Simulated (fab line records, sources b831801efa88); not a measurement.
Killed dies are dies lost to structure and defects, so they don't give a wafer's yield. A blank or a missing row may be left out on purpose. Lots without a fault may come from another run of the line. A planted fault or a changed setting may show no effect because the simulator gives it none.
A struck lot beside a sound one | flow gf180mcu | 14 steps out of a route of 602
Sound: wafers L683.4, L683.5, L683.6. Struck: wafers L690.1, L690.4, L690.6. The cause comes at the end.
At each step with rows: each side's tool, then ch and its chambers, then its first start. Under that, the readings that differ: sound wafers | struck wafers | difference of the means | sigmas: that difference in standard deviations of wafers without a fault.
alike: readings whose means differ by less than 2 such deviations, and words and numbers that are the same on both sides. not compared: withheld readings, readings that some wafer has no value for, bounds like >300 that may hide the same value, and numbers for which the record gives no deviation and whose values overlap.
The two part at a step that has a row with sigmas, a row that says differs or no value, or rows on one side only. Numbers that don't overlap but have no deviation are shown without sigmas and don't part them. A reading that every wafer of one side lacks parts them only if that side has two wafers or more.

GF_HV_LDD_RS_MEAS_53: measures by four-point-probe.
  sound on film_metro-01, day 13 13:49; struck on film_metro-02, day 15 21:19
  alike: HV_LDD_RS
then, 1 step without rows for these wafers: GF_HV_LDD_CVD_54 (deposits SiO2 from TEOS, target thk 10 nm, time 75 s).
GF_HV_LDD_THK_MEAS_55:
  sound on film_metro-02, day 13 14:56; struck on film_metro-01, day 15 22:27
  alike: HV_LDD_CVD_54_THK
then, 1 step without rows for these wafers: GF_HV_LDD_CVD_56 (deposits Si3N4 from DCS/NH3, target thk 90 nm, time 1543 s).
GF_HV_LDD_THK_MEAS_57:
  sound on film_metro-02, day 13 16:25; struck on film_metro-01, day 15 23:56
  alike: HV_LDD_CVD_56_THK
GF_HV_LDD_ETCHBACK_58: etches Si3N4 in CH3F/O2, stops on SiO2, time 100 s, target depth 90 nm.
  sound on rie_diel-01 ch 0,1,3, day 13 16:29; struck on rie_diel-01 ch 1,2,3, day 16 00:00
  alike: drypump_motor_current_A, oes_product_au, throttle_valve_pct
  not compared: rf_hours_counter_h
then, 6 steps without rows for these wafers: GF_NSD_DEHYDRATE_00 (time 60 s); GF_NSD_HMDS_01 (prime time 60 s); GF_NSD_COAT_02 (resist thk 1000 nm); GF_NSD_SOFTBAKE_03 (time 60 s); GF_NSD_EXPOSE_04 (exposes mask Nplus, target cd 400 nm); GF_NSD_PEB_05.
GF_NSD_DEVELOP_06: develop time 60 s.
  sound on litho_track-01 ch 0, day 14 13:33; struck on litho_track-04, day 16 22:04
  no value came back on the struck wafers for chill_plate_temp_C (C), develop_time_s (s); on the sound wafers chill_plate_temp_C (C) reads 22.97 22.90 22.85
GF_NSD_CD_MEAS_07: target cd 400 nm.
  sound on cd_sem-02, day 14 13:41; struck on cd_sem-02, day 16 22:13
  reading    | sound             | struck | difference                    | sigmas
  cd_nm (nm) | 399.2 398.6 397.4 | - - -  | no value on the struck wafers |

WHERE THEY PART
First at GF_NSD_DEVELOP_06; last, within this record, at GF_NSD_CD_MEAS_07.

WHY: what the simulator had put in
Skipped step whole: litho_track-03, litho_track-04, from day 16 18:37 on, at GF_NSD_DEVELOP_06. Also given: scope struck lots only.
